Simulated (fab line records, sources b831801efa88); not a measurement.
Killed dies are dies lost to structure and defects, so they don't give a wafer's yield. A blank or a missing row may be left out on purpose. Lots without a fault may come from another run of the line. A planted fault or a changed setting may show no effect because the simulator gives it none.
Chamber matching | flow gf180mcu | GF_PASSIVATION_ETCH_11 on rie_diel-03: 4 sister chambers
The step etches the open film in CF4/O2, stops on TiN, target depth 2040 nm, time 453.3 s. 7 wafers are shown with their chamber, then 9 later ones without.

WAFERS WITH THEIR CHAMBER
wafer  | chamber | drypump_motor_current_A (A) | oes_product_au (a.u.)
L076.5 | 2       | 4.8                         | 0.978
L078.2 | 0       | 6.5                         | 0.981
L080.2 | 0       | 6.4                         | 1.004
L086.4 | 1       | 5.8                         | 0.977
L090.3 | 3       | 5.5                         | 0.991
L090.4 | 2       | 4.8                         | 0.995
L090.5 | 3       | 5.5                         | 0.993

WAFERS WITHOUT THEIR CHAMBER
wafer  | drypump_motor_current_A (A) | oes_product_au (a.u.)
L093.1 | 6.4                         | 0.995
L093.2 | 4.8                         | 0.980
L093.6 | 5.5                         | 1.001
L095.3 | 4.7                         | 0.988
L095.5 | 5.8                         | 0.988
L095.6 | 6.5                         | 0.994
L096.3 | 6.5                         | 0.989
L096.4 | 5.5                         | 0.995
L096.5 | 5.8                         | 0.990

WHICH CHAMBER EACH WENT THROUGH
wafer  | from the rows above | in truth
L093.1 | 0                   | 0
L093.2 | 2                   | 2
L093.6 | 3                   | 3
L095.3 | 2                   | 2
L095.5 | 1                   | 1
L095.6 | 0                   | 0
L096.3 | 0                   | 0
L096.4 | 3                   | 3
L096.5 | 1                   | 1
Placed correctly: 9 of 9. Can't be placed from these rows: 0. Placed wrongly: 0.
How it was worked out, from the rows above alone: a wafer's distance from a chamber is the root of the sum, over the readings, of the square of ((its reading less the chamber's mean) divided by the reading's scatter). The wafer belongs to the nearest chamber; if the next one is less than 2 further off, it can't be placed. A chamber's mean is the mean of its shown wafers. The scatter: the root of (the sum of the squares of (reading less its chamber's mean) over the shown wafers, divided by (wafers less chambers)).
